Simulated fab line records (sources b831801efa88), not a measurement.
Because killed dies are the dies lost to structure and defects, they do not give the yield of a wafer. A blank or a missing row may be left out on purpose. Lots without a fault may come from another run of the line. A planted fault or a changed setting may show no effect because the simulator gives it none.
fab line records ; flow sky130
[record] lots = 13; wafers = 39; lastDay = 50
route steps=708 shown VT_ADJUST_HVTP@93 SONOS_TUNNEL@160 SONOS_ONO@169 PAD_OPEN@708
lots untouched by any fault: they come from a run of this same line in which no faults occurred
startH: hours from the record's opening day to when the first of the lot's shown wafers began ; waitH: hours since the lot's step before ; " identical to the entry in the row above ; L1.1+2: one row covering several wafers at once ; - no value, or no start was given ; * or withheld: withheld ; < > ~ a bound
route shown NAME@n: NAME is a module with steps in the file, n the number in the route of the first one ; usual: mean and standard deviation over wafers with no fault ; same: alike in all rows ; chamber/n: place in a boat ; sites: each site's reading ; _std_site: the values' standard deviation ; _edge_site: the outer-site mean with the inner-site mean subtracted ; radiusMm: for every site, how far away it sits from the centre of the wafer ; mask NAME#n: copy n ; behind: the tool/chamber that last shaped the wafer ; hold: cause of the lot's hold/its duration in hours/its outcome ; device: the n, p or np transistor that did not switch ; end of line: the route-end tests of the same wafers ; where a step has no rows: the recipe by itself ; killed: dies that structure and defects cost at the first sort, which is not the same as the wafer's yield ; map: the dies of a wafer, with x for killed, . for not killed, _ for no die there
set.NAME: the setting as run; set.NAME@STEP: as run at that earlier step ; model.NAME: the simulator's own value behind a step, which no gauge read
the route's steps for a sample of lots (tables are steps, rows are wafers)
services: from which hour (startH, from the record's first day; less than 0 if before it) a tool's chamber was out of use, for how many hours, and why
[[steps]]
[step SKY_VT_ADJUST_HVTP_OVL_MEAS_08]
[usual] VT_ADJUST_HVTP_OVL = 0.1/1.3
lot.wafer;tool;chamber;startH;waitH;VT_ADJUST_HVTP_OVL[nm]
L106.2;overlay-02;-;121.33;0.1;-0.5
L106.3;overlay-02;-;121.33;0.1;-1.1
L106.5;overlay-02;-;121.33;0.1;-0.1
L108.1;overlay-01;-;138.19;0.1;-0.9
L108.4;overlay-01;-;138.19;0.1;0.4
L108.6;overlay-01;-;138.19;0.1;-1.8
L110.2;overlay-01;-;155.50;0.1;3.0
L110.5;overlay-01;-;155.50;0.1;0.4
L110.6;overlay-01;-;155.50;0.1;-0.2
L111.1;overlay-01;-;162.60;0.1;1.5
L111.2;overlay-01;-;162.60;0.1;-0.3
L111.6;overlay-01;-;162.60;0.1;0.0
L113.2;overlay-02;-;169.90;0.1;0.5
L113.3;overlay-02;-;169.90;0.1;-0.1
L113.5;overlay-02;-;169.90;0.1;-0.2
L117.2;overlay-01;-;190.48;0.1;0.5
L117.3;overlay-01;-;190.48;0.1;1.3
L117.5;overlay-01;-;190.48;0.1;1.4
L120.4;overlay-01;-;203.16;0.1;1.2
L120.5;overlay-01;-;203.16;0.1;1.3
L120.6;overlay-01;-;203.16;0.1;0.1
L121.1;overlay-01;-;209.24;0.1;0.7
L121.3;overlay-01;-;209.24;0.1;-1.5
L121.5;overlay-01;-;209.24;0.1;0.2
L122.3;overlay-02;-;216.13;0.1;1.6
L122.4;overlay-02;-;216.13;0.1;-0.3
L122.6;overlay-02;-;216.13;0.1;-0.2
L126.2;overlay-01;-;247.45;0.1;1.7
L126.5;overlay-01;-;247.45;0.1;0.9
L126.6;overlay-01;-;247.45;0.1;-1.8
L127.2;overlay-01;-;255.20;0.1;2.0
L127.4;overlay-01;-;255.20;0.1;1.3
L127.6;overlay-01;-;255.20;0.1;1.8
L128.3;overlay-02;-;257.58;0.1;0.7
L128.5;overlay-02;-;257.58;0.1;1.2
L128.6;overlay-02;-;257.58;0.1;0.3
L129.1;overlay-02;-;264.54;0.1;0.3
L129.3;overlay-02;-;264.54;0.1;0.8
L129.5;overlay-02;-;264.54;0.1;0.0
[step SKY_SONOS_TUNNEL_DEVELOP_06]
[recipe] resist = NOVOLAK; developer = TMAH; developTimeS = 60; devTempC = 23
lot.wafer;tool;chamber;startH;waitH
L106.2+3+5;lithoTrack-04;0;242.09;0.1
L108.1+4+6;lithoTrack-04;0;266.17;0.1
L110.2+5+6;lithoTrack-02;0;286.45;0.1
L111.1+2+6;lithoTrack-03;0;297.22;0.1
L113.2+3+5;lithoTrack-04;0;307.54;0.1
L117.2+3+5;lithoTrack-03;0;330.55;0.1
L120.4+5+6;lithoTrack-03;0;347.00;0.1
L121.1+3+5;lithoTrack-02;0;357.02;0.1
L122.3+4+6;lithoTrack-03;0;368.57;0.1
L126.2+5+6;lithoTrack-02;0;402.55;0.1
L127.2+4+6;lithoTrack-04;0;412.59;0.1
L128.3+5+6;lithoTrack-04;0;414.46;0.1
L129.1+3+5;lithoTrack-02;0;423.77;0.1
[step SKY_SONOS_TUNNEL_CD_MEAS_07]
[recipe] targetCdNm = 410
[usual] cdNm = 409.7/2.1
lot.wafer;tool;chamber;startH;waitH;cdNm
L106.2;cdSem-01;-;242.24;0.1;409.4
L106.3;cdSem-01;-;242.24;0.1;412.3
L106.5;cdSem-01;-;242.24;0.1;410.6
L108.1;cdSem-02;-;266.32;0.1;410.5
L108.4;cdSem-02;-;266.32;0.1;413.3
L108.6;cdSem-02;-;266.32;0.1;413.9
L110.2;cdSem-02;-;286.59;0.1;407.5
L110.5;cdSem-02;-;286.59;0.1;406.3
L110.6;cdSem-02;-;286.59;0.1;407.8
L111.1;cdSem-02;-;297.37;0.1;407.9
L111.2;cdSem-02;-;297.37;0.1;407.1
L111.6;cdSem-02;-;297.37;0.1;407.9
L113.2;cdSem-02;-;307.68;0.1;411.6
L113.3;cdSem-02;-;307.68;0.1;402.2
L113.5;cdSem-02;-;307.68;0.1;411.3
L117.2;cdSem-02;-;331.25;0.7;413.5
L117.3;cdSem-02;-;331.25;0.7;413.1
L117.5;cdSem-02;-;331.25;0.7;412.1
L120.4;cdSem-02;-;347.14;0.1;406.6
L120.5;cdSem-02;-;347.14;0.1;407.3
L120.6;cdSem-02;-;347.14;0.1;409.4
L121.1;cdSem-01;-;357.17;0.1;411.0
L121.3;cdSem-01;-;357.17;0.1;408.9
L121.5;cdSem-01;-;357.17;0.1;410.8
L122.3;cdSem-01;-;368.71;0.1;409.1
L122.4;cdSem-01;-;368.71;0.1;407.2
L122.6;cdSem-01;-;368.71;0.1;409.0
L126.2;cdSem-01;-;402.69;0.1;407.4
L126.5;cdSem-01;-;402.69;0.1;407.1
L126.6;cdSem-01;-;402.69;0.1;406.5
L127.2;cdSem-02;-;412.73;0.1;406.2
L127.4;cdSem-02;-;412.73;0.1;410.4
L127.6;cdSem-02;-;412.73;0.1;410.3
L128.3;cdSem-01;-;414.60;0.1;411.8
L128.5;cdSem-01;-;414.60;0.1;410.8
L128.6;cdSem-01;-;414.60;0.1;412.8
L129.1;cdSem-02;-;423.92;0.1;407.6
L129.3;cdSem-02;-;423.92;0.1;407.0
L129.5;cdSem-02;-;423.92;0.1;407.5
[step SKY_SONOS_TUNNEL_TW_MEAS_12]
[usual] SONOS_TUNNEL_TW = 197.7/1.4
lot.wafer;tool;chamber;startH;waitH;SONOS_TUNNEL_TW
L106.2;filmMetro-02;-;242.79;0.0;198.4
L106.3;filmMetro-02;-;242.79;0.0;199.1
L106.5;filmMetro-02;-;242.79;0.0;197.8
L108.1;filmMetro-02;-;266.88;0.0;198.6
L108.4;filmMetro-02;-;266.88;0.0;199.1
L108.6;filmMetro-02;-;266.88;0.0;198.1
L110.2;filmMetro-02;-;287.17;0.0;197.4
L110.5;filmMetro-02;-;287.17;0.0;197.3
L110.6;filmMetro-02;-;287.17;0.0;197.8
L111.1;filmMetro-02;-;297.94;0.0;198.9
L111.2;filmMetro-02;-;297.94;0.0;199.3
L111.6;filmMetro-02;-;297.94;0.0;199.6
L113.2;filmMetro-03;-;308.29;0.0;197.4
L113.3;filmMetro-03;-;308.29;0.0;197.1
L113.5;filmMetro-03;-;308.29;0.0;197.5
L117.2;filmMetro-03;-;331.83;0.0;196.9
L117.3;filmMetro-03;-;331.83;0.0;195.1
L117.5;filmMetro-03;-;331.83;0.0;197.0
L120.4;filmMetro-02;-;347.68;0.0;198.4
L120.5;filmMetro-02;-;347.68;0.0;198.7
L120.6;filmMetro-02;-;347.68;0.0;196.8
L121.1;filmMetro-04;-;357.74;0.0;198.3
L121.3;filmMetro-04;-;357.74;0.0;200.0
L121.5;filmMetro-04;-;357.74;0.0;199.7
L122.3;filmMetro-02;-;369.26;0.0;196.9
L122.4;filmMetro-02;-;369.26;0.0;198.6
L122.6;filmMetro-02;-;369.26;0.0;197.2
L126.2;filmMetro-04;-;403.43;0.0;199.3
L126.5;filmMetro-04;-;403.43;0.0;198.6
L126.6;filmMetro-04;-;403.43;0.0;197.4
L127.2;filmMetro-03;-;413.32;0.0;195.2
L127.4;filmMetro-03;-;413.32;0.0;195.1
L127.6;filmMetro-03;-;413.32;0.0;196.0
L128.3;filmMetro-04;-;415.33;0.0;198.0
L128.5;filmMetro-04;-;415.33;0.0;197.5
L128.6;filmMetro-04;-;415.33;0.0;197.3
L129.1;filmMetro-02;-;424.49;0.0;197.9
L129.3;filmMetro-02;-;424.49;0.0;198.0
L129.5;filmMetro-02;-;424.49;0.0;197.7
[step SKY_SONOS_ONO_THK_MEAS_01]
[recipe] reads = SiO2_of_SONOS_ONO_OXIDATION_00
[usual] SONOS_ONO_OXIDATION_THK = 2.58/0.048
lot.wafer;tool;chamber;startH;waitH;SONOS_ONO_OXIDATION_THK[nm]
L106.2;filmMetro-02;-;244.36;0.0;2.61
L106.3;filmMetro-02;-;244.36;0.0;2.64
L106.5;filmMetro-02;-;244.36;0.0;2.57
L108.1;filmMetro-04;-;269.77;0.0;2.58
L108.4;filmMetro-04;-;269.77;0.0;2.50
L108.6;filmMetro-04;-;269.77;0.0;2.60
L110.2;filmMetro-04;-;288.59;0.0;2.62
L110.5;filmMetro-04;-;288.59;0.0;2.69
L110.6;filmMetro-04;-;288.59;0.0;2.69
L111.1;filmMetro-01;-;306.18;0.0;2.54
L111.2;filmMetro-01;-;306.18;0.0;2.58
L111.6;filmMetro-01;-;306.18;0.0;2.51
L113.2;filmMetro-04;-;313.49;0.0;2.56
L113.3;filmMetro-04;-;313.49;0.0;2.61
L113.5;filmMetro-04;-;313.49;0.0;2.59
L117.2;filmMetro-01;-;338.39;0.0;2.64
L117.3;filmMetro-01;-;338.39;0.0;2.58
L117.5;filmMetro-01;-;338.39;0.0;2.55
L120.4;filmMetro-01;-;357.06;0.0;2.58
L120.5;filmMetro-01;-;357.06;0.0;2.50
L120.6;filmMetro-01;-;357.06;0.0;2.59
L121.1;filmMetro-04;-;361.29;0.0;2.61
L121.3;filmMetro-04;-;361.29;0.0;2.58
L121.5;filmMetro-04;-;361.29;0.0;2.58
L122.3;filmMetro-02;-;370.93;0.0;2.64
L122.4;filmMetro-02;-;370.93;0.0;2.67
L122.6;filmMetro-02;-;370.93;0.0;2.62
L126.2;filmMetro-04;-;405.81;0.0;2.60
L126.5;filmMetro-04;-;405.81;0.0;2.62
L126.6;filmMetro-04;-;405.81;0.0;2.59
L127.2;filmMetro-04;-;414.99;0.0;2.57
L127.4;filmMetro-04;-;414.99;0.0;2.51
L127.6;filmMetro-04;-;414.99;0.0;2.63
L128.3;filmMetro-01;-;419.89;0.0;2.58
L128.5;filmMetro-01;-;419.89;0.0;2.59
L128.6;filmMetro-01;-;419.89;0.0;2.56
L129.1;filmMetro-04;-;427.63;0.0;2.62
L129.3;filmMetro-04;-;427.63;0.0;2.55
L129.5;filmMetro-04;-;427.63;0.0;2.55
[step SKY_PAD_OPEN_PROBE_99]
[usual] killed_at_M0_to_M3 = 42/6.1; killed_at_M4_up = 3.3/1.7; killedAtContacts = 25/5.4; killedAtFrontEnd = 16/4.6; killedAtOther = 0.4/0.55; killedDies = 87/8.8; killedOpen = 47/7.1; killedShort = 40/5.8
[same] grossDies = 492; killedAtBackSide = 0
lot.wafer;tool;chamber;startH;waitH;killed_at_M0_to_M3;killed_at_M4_up;killedAtContacts;killedAtFrontEnd;killedAtOther;killedDies;killedOpen;killedShort
L106.2;prober-02;-;1067.29;0.1;48;3;23;20;0;94;52;42
L106.3;prober-02;-;1067.34;0.2;27;4;25;11;1;68;29;39
L106.5;prober-02;-;1067.44;0.2;41;6;20;18;1;86;48;38
L108.1;prober-01;-;1091.58;0.1;54;6;26;24;0;110;55;55
L108.4;prober-01;-;1091.73;0.2;50;2;31;15;0;98;58;40
L108.6;prober-01;-;1091.83;0.2;46;5;17;23;0;91;57;34
L113.2;prober-02;-;1121.53;0.1;33;5;33;18;1;90;48;42
L113.3;prober-02;-;1121.58;0.2;50;5;24;17;1;97;53;44
L113.5;prober-02;-;1121.68;0.2;50;4;33;12;1;100;58;42
L117.2;prober-02;-;1138.60;0.1;41;2;33;10;1;87;51;35
L117.3;prober-02;-;1138.65;0.2;43;4;26;19;0;92;48;44
L117.5;prober-02;-;1138.75;0.2;41;6;24;13;1;85;47;38
L120.4;prober-02;-;1150.01;0.2;45;2;33;10;0;90;56;33
L120.5;prober-02;-;1150.06;0.2;40;4;25;9;0;78;49;29
L120.6;prober-02;-;1150.11;0.2;34;6;29;13;2;84;43;41
L121.1;prober-01;-;1152.94;0.1;48;2;16;15;1;82;35;47
L122.3;prober-01;-;1156.51;0.2;35;3;24;14;1;77;37;39
L122.4;prober-01;-;1156.56;0.2;46;2;28;11;0;87;55;32
L122.6;prober-01;-;1156.66;0.2;42;0;23;24;0;89;53;35
L126.2;prober-02;-;1186.92;0.1;51;1;30;21;0;103;58;45
L126.5;prober-02;-;1187.07;0.2;37;2;38;12;0;89;45;44
L126.6;prober-02;-;1187.12;0.2;38;6;23;8;0;75;40;35
L128.3;prober-02;-;1190.05;0.2;36;5;13;22;1;77;39;38
L128.5;prober-02;-;1190.15;0.2;39;1;29;16;0;85;45;40
L128.6;prober-02;-;1190.20;0.2;50;3;26;19;1;99;48;51
// killed by level:class
L106.2 FIELD_ISO:geometricParticle:open=10 VIA1:geometricParticle:open=8 VIA2:geometricParticle:open=8 CONTACT:geometricParticle:open=7 METAL1:geometricParticle:short=7 VIA1:geometricParticle:short=7 VIA3:geometricParticle:open=7 FIELD_ISO:geometricParticle:short=6
L106.3 CONTACT:geometricParticle:open=8 METAL2:geometricParticle:short=6 FIELD_ISO:geometricParticle:open=5 LOCAL_INTERCONNECT:geometricParticle:short=5 FIELD_ISO:geometricParticle:short=4 LI_CONTACT:geometricParticle:short=4 LI_CONTACT:geometricParticle:open=4 CONTACT:geometricParticle:short=4
L106.5 VIA1:geometricParticle:open=12 CONTACT:geometricParticle:open=10 FIELD_ISO:geometricParticle:open=7 METAL1:geometricParticle:open=5 METAL1:geometricParticle:short=4 FIELD_ISO:geometricParticle:short=4 LI_CONTACT:geometricParticle:short=4 METAL4:geometricParticle:short=4
L108.1 VIA1:geometricParticle:open=12 CONTACT:geometricParticle:open=11 FIELD_ISO:geometricParticle:open=7 VIA1:geometricParticle:short=7 FIELD_ISO:geometricParticle:short=6 VIA3:geometricParticle:short=6 VIA3:geometricParticle:open=6 LOCAL_INTERCONNECT:geometricParticle:short=5
L108.4 CONTACT:geometricParticle:open=11 VIA1:geometricParticle:open=10 LI_CONTACT:geometricParticle:open=10 METAL1:geometricParticle:short=8 VIA2:geometricParticle:open=8 CONTACT:geometricParticle:short=7 VIA3:geometricParticle:open=7 FIELD_ISO:geometricParticle:short=5
L108.6 VIA1:geometricParticle:open=16 FIELD_ISO:geometricParticle:open=8 CONTACT:geometricParticle:open=8 VIA3:geometricParticle:open=7 VIA2:geometricParticle:open=5 LI_CONTACT:geometricParticle:open=5 METAL3:geometricParticle:short=5 METAL4:geometricParticle:short=5
L113.2 VIA2:geometricParticle:open=9 LI_CONTACT:geometricParticle:open=8 LOCAL_INTERCONNECT:geometricParticle:short=8 POLY_GATE:geometricParticle:short=7 CONTACT:geometricParticle:short=7 CONTACT:geometricParticle:open=7 VIA1:geometricParticle:open=6 VIA3:geometricParticle:open=6
L113.3 CONTACT:geometricParticle:open=12 VIA2:geometricParticle:open=11 FIELD_ISO:geometricParticle:open=7 LI_CONTACT:geometricParticle:open=7 VIA1:geometricParticle:short=7 VIA1:geometricParticle:open=7 METAL1:geometricParticle:short=6 VIA3:geometricParticle:short=6
L113.5 CONTACT:geometricParticle:open=13 VIA2:geometricParticle:open=11 LI_CONTACT:geometricParticle:open=10 VIA1:geometricParticle:open=9 LOCAL_INTERCONNECT:geometricParticle:short=7 METAL2:geometricParticle:short=7 VIA1:geometricParticle:short=7 METAL1:geometricParticle:short=5
L117.2 LI_CONTACT:geometricParticle:open=16 METAL1:geometricParticle:short=10 VIA2:geometricParticle:open=8 CONTACT:geometricParticle:open=7 VIA3:geometricParticle:open=6 VIA1:geometricParticle:open=5 METAL2:geometricParticle:short=5 LOCAL_INTERCONNECT:geometricParticle:short=4
L117.3 VIA1:geometricParticle:open=10 METAL1:geometricParticle:short=9 CONTACT:geometricParticle:open=8 FIELD_ISO:geometricParticle:open=7 VIA2:geometricParticle:open=6 CONTACT:geometricParticle:short=6 LI_CONTACT:geometricParticle:open=5 METAL2:geometricParticle:short=5
L117.5 CONTACT:geometricParticle:open=10 VIA1:geometricParticle:open=9 METAL2:geometricParticle:short=7 LI_CONTACT:geometricParticle:open=6 VIA3:geometricParticle:short=6 POLY_GATE:geometricParticle:open=5 METAL1:geometricParticle:short=5 FIELD_ISO:geometricParticle:short=4
L120.4 CONTACT:geometricParticle:open=14 VIA1:geometricParticle:open=12 VIA2:geometricParticle:open=9 LI_CONTACT:geometricParticle:open=7 LOCAL_INTERCONNECT:geometricParticle:short=5 METAL3:geometricParticle:short=4 METAL1:geometricParticle:short=4 VIA3:geometricParticle:short=4
L120.5 LI_CONTACT:geometricParticle:open=10 VIA3:geometricParticle:open=8 VIA1:geometricParticle:open=8 CONTACT:geometricParticle:open=6 VIA2:geometricParticle:open=4 LOCAL_INTERCONNECT:geometricParticle:short=4 METAL1:geometricParticle:short=4 METAL2:geometricParticle:short=4
L120.6 LI_CONTACT:geometricParticle:open=10 CONTACT:geometricParticle:open=8 LOCAL_INTERCONNECT:geometricParticle:short=7 VIA1:geometricParticle:open=7 METAL4:geometricParticle:short=6 METAL1:geometricParticle:short=5 METAL2:geometricParticle:short=4 VIA2:geometricParticle:open=4
L121.1 METAL1:geometricParticle:short=9 VIA1:geometricParticle:open=8 METAL2:geometricParticle:short=7 POLY_GATE:geometricParticle:open=6 CONTACT:geometricParticle:short=6 LI_CONTACT:geometricParticle:open=5 METAL3:geometricParticle:short=5 VIA1:geometricParticle:short=4
L122.3 CONTACT:geometricParticle:short=7 CONTACT:geometricParticle:open=7 LI_CONTACT:geometricParticle:open=6 VIA1:geometricParticle:short=6 METAL2:geometricParticle:short=6 VIA2:geometricParticle:open=6 METAL1:geometricParticle:short=5 VIA1:geometricParticle:open=5
L122.4 VIA1:geometricParticle:open=12 CONTACT:geometricParticle:open=10 LI_CONTACT:geometricParticle:open=8 FIELD_ISO:geometricParticle:open=6 VIA2:geometricParticle:open=6 LOCAL_INTERCONNECT:geometricParticle:short=4 VIA1:geometricParticle:short=4 METAL1:geometricParticle:short=4
L122.6 CONTACT:geometricParticle:open=9 METAL1:geometricParticle:short=9 VIA2:geometricParticle:open=9 FIELD_ISO:geometricParticle:open=6 VIA1:geometricParticle:open=6 FIELD_ISO:geometricParticle:short=5 VIA3:geometricParticle:open=5 POLY_GATE:geometricParticle:open=4
L126.2 VIA1:geometricParticle:open=16 CONTACT:geometricParticle:open=11 CONTACT:geometricParticle:short=9 FIELD_ISO:geometricParticle:short=7 VIA3:geometricParticle:open=7 VIA1:geometricParticle:short=6 VIA2:geometricParticle:open=6 LI_CONTACT:geometricParticle:open=5
L126.5 CONTACT:geometricParticle:open=13 LI_CONTACT:geometricParticle:open=10 LOCAL_INTERCONNECT:geometricParticle:short=7 VIA3:geometricParticle:open=7 FIELD_ISO:geometricParticle:short=5 METAL1:geometricParticle:short=5 VIA1:geometricParticle:open=5 VIA1:geometricParticle:short=4
L126.6 VIA1:geometricParticle:open=12 LI_CONTACT:geometricParticle:open=10 VIA3:geometricParticle:open=6 METAL1:geometricParticle:short=5 METAL4:geometricParticle:short=5 CONTACT:geometricParticle:open=4 FIELD_ISO:geometricParticle:short=4 LI_CONTACT:geometricParticle:short=3
L128.3 VIA1:geometricParticle:open=8 POLY_GATE:geometricParticle:open=6 VIA2:geometricParticle:open=6 FIELD_ISO:geometricParticle:open=5 CONTACT:geometricParticle:open=5 METAL2:geometricParticle:short=5 CONTACT:geometricParticle:short=5 VIA2:geometricParticle:short=5
L128.5 VIA1:geometricParticle:open=9 CONTACT:geometricParticle:open=7 METAL2:geometricParticle:short=7 VIA2:geometricParticle:open=7 LI_CONTACT:geometricParticle:open=6 LOCAL_INTERCONNECT:geometricParticle:short=6 FIELD_ISO:geometricParticle:short=5 FIELD_ISO:geometricParticle:open=4
L128.6 CONTACT:geometricParticle:open=11 VIA2:geometricParticle:open=7 METAL2:geometricParticle:short=7 CONTACT:geometricParticle:short=6 METAL1:geometricParticle:short=6 VIA1:geometricParticle:short=6 VIA3:geometricParticle:open=6 METAL3:geometricParticle:short=5
[[services]]
tool;chamber;startH;hours;kind
lithoTrack-02;-;309.27;-;consumableReplace:filter
lithoTrack-02;-;330.72;-;consumableReplace:filter
[[key]]
[firstSign] step = SKY_SONOS_TUNNEL_CD_MEAS_07; reading = cdNm; direction = down; sigmas = 3.5; usual = 409.7; struck = 402.2
effect none on later readings
metAt SKY_SONOS_TUNNEL_DEVELOP_06
struckLots L113
struckWafers L113.3
testerLeftOut L113
notActingAt SKY_VT_ADJUST_HVTP_OVL_MEAS_08,SKY_SONOS_TUNNEL_TW_MEAS_12,SKY_SONOS_ONO_THK_MEAS_01
onsetBetween 266.17 307.54
[fault] kind = processParameterDrift; tool = lithoTrack-04; chamber = -; onsetH = 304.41; steps = SKY_SONOS_TUNNEL_DEVELOP_06; channel = developTimeS; offset = *; shape = step; endH = 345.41; scope = struckWafersOnly; actsIn = *; stated = *
// testerLeftOut: of these lots the tester's yield and bins aren't shown, on N5 and GAA mostly nor the transistor test; their killed dies are dies lost to structure and defects alone, not to doping, threshold or leakage, so they don't give the yield
